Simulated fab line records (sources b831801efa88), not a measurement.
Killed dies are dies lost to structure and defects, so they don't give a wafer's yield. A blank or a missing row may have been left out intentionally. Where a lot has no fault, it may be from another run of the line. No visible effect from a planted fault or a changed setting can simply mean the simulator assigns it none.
Chamber matching || flow gf180mcu || 4 sister chambers for GF_STI_CMP_25 on cmp-01
The step polishes, stops on Si3N4, t overpolish 33 s, target thk 524.6 nm. 4 wafers are shown with their chamber, then 7 later ones without.

WAFERS PAIRED WITH THEIR CHAMBERS
{"wafer": "L787.6", "chamber": 1, "motor-current-A (A)": 11.7}
{"wafer": "L789.3", "chamber": 0, "motor-current-A (A)": 10.8}
{"wafer": "L790.2", "chamber": 2, "motor-current-A (A)": 10.8}
{"wafer": "L790.3", "chamber": 3, "motor-current-A (A)": 10.6}

WAFERS WITHOUT THEIR CHAMBER
{"wafer": "L790.4", "motor-current-A (A)": 11.8}
{"wafer": "L795.1", "motor-current-A (A)": 10.7}
{"wafer": "L795.2", "motor-current-A (A)": 11.9}
{"wafer": "L795.3", "motor-current-A (A)": 10.5}
{"wafer": "L798.2", "motor-current-A (A)": 11.4}
{"wafer": "L798.5", "motor-current-A (A)": 11.0}
{"wafer": "L798.6", "motor-current-A (A)": 10.2}

WHICH CHAMBER EACH ONE RAN IN
{"wafer": "L790.4", "from the rows above": 1, "in truth": 1}
{"wafer": "L795.1", "from the rows above": "can't be placed: 3 or 0 or 2", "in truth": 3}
{"wafer": "L795.2", "from the rows above": 1, "in truth": 1}
{"wafer": "L795.3", "from the rows above": "can't be placed: 3 or 0 or 2", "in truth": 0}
{"wafer": "L798.2", "from the rows above": "can't be placed: 1 or 0 or 2", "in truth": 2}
{"wafer": "L798.5", "from the rows above": "can't be placed: 0 or 2 or 3", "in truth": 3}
{"wafer": "L798.6", "from the rows above": "can't be placed: 3 or 0 or 2", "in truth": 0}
Correctly placed: 2 of 7. Unplaceable from these rows: 5, with the true chamber sitting among the candidates in 5. Number placed wrongly: 0.
How it was worked out, from the rows above alone: a wafer's distance from a chamber is the root of the sum, over the readings, of the square of ((its reading less the chamber's mean) divided by the reading's scatter). If the next closest chamber is less than 2 further off than the closest, the wafer can't be placed; otherwise it belongs to the closest. The mean given for a chamber averages the wafers shown for that chamber. The scatter: with one shown wafer a chamber, the root of the mean of the squares of how far each hidden wafer lies from its nearest shown one.
